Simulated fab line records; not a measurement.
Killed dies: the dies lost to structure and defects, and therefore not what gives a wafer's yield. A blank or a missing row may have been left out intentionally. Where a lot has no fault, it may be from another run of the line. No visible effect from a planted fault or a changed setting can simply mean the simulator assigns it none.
What tool caused it? | flow gf180mcu | 6 lots with 18 wafers sampled at 3 steps, on a route of 602 steps

WHAT THE GAUGES READ, wafer by wafer
GF_M1_CD_MEAS_14: the cd target is 230 nm.
lot  | measured     | on        | cd nm (nm)
L387 | day 17 19:48 | cd sem-02 | 229.1 229.1 230.1
L392 | day 19 13:59 | cd sem-01 | 231.4 230.9 230.5
L395 | day 20 22:27 | cd sem-01 | 234.5 234.4 234.2
L402 | day 23 11:40 | cd sem-02 | 230.1 230.4 231.0
L405 | day 24 14:17 | cd sem-02 | 229.6 228.6 230.2
L408 | day 25 04:57 | cd sem-02 | 231.0 230.8 229.8

EACH LOT AND THE TOOL THAT RAN IT (in order: tool; ch and the chambers of the sampled wafers; start)
lot  | GF_CONTACT_SPUTTER_22        | GF_M1_SOFTBAKE_10
L387 | pvd sputter-02, day 16 19:26 | litho track-01 ch 0, day 17 07:32
L392 | pvd sputter-03, day 18 12:56 | litho track-02 ch 0, day 19 02:06
L395 | pvd sputter-03, day 19 21:51 | litho track-02 ch 0, day 20 10:22
L402 | pvd sputter-02, day 22 11:57 | litho track-02 ch 0, day 23 00:30
L405 | pvd sputter-02, day 23 15:16 | litho track-04 ch 0, day 24 03:05
L408 | pvd sputter-02, day 24 06:16 | litho track-04 ch 0, day 24 17:26
- GF_CONTACT_SPUTTER_22: material Ti, target thk 15 nm, time 80.02 s.
- GF_M1_SOFTBAKE_10: time 60 s.

THE ANSWER, worked out from the rows above alone
Rule: the lots themselves supply what counts as usual. The widest of any qualifying gaps counts: lots, ordered by their means at a reading, are off when they make up no more than a third of the lots, leave a main group of 4 or more, and stand apart from it by 3 or more times the standard deviation of that group's means. A main group is skipped when, at the precision printed for the reading in the tables above, its means are all equal. A lot without any number at a reading at which 4 lots or more have one is off too. Where the step has rows for the other lots, those lots are counted as sound.
Off: L395, at GF_M1_CD_MEAS_14 (cd nm). For the main group the mean is 230.2 nm and the standard deviation 0.61.
A tool fits if, at a process step before that reading, it ran every lot that is off, and no sound lot after the first of them. Gauges at GF_M1_CD_MEAS_14: tried the same way as those tools. Can't be told from this: 2 tools fit, pvd sputter-03 at GF_CONTACT_SPUTTER_22, cd sem-01 at GF_M1_CD_MEAS_14.

WHAT THE SIMULATOR HAD INSERTED
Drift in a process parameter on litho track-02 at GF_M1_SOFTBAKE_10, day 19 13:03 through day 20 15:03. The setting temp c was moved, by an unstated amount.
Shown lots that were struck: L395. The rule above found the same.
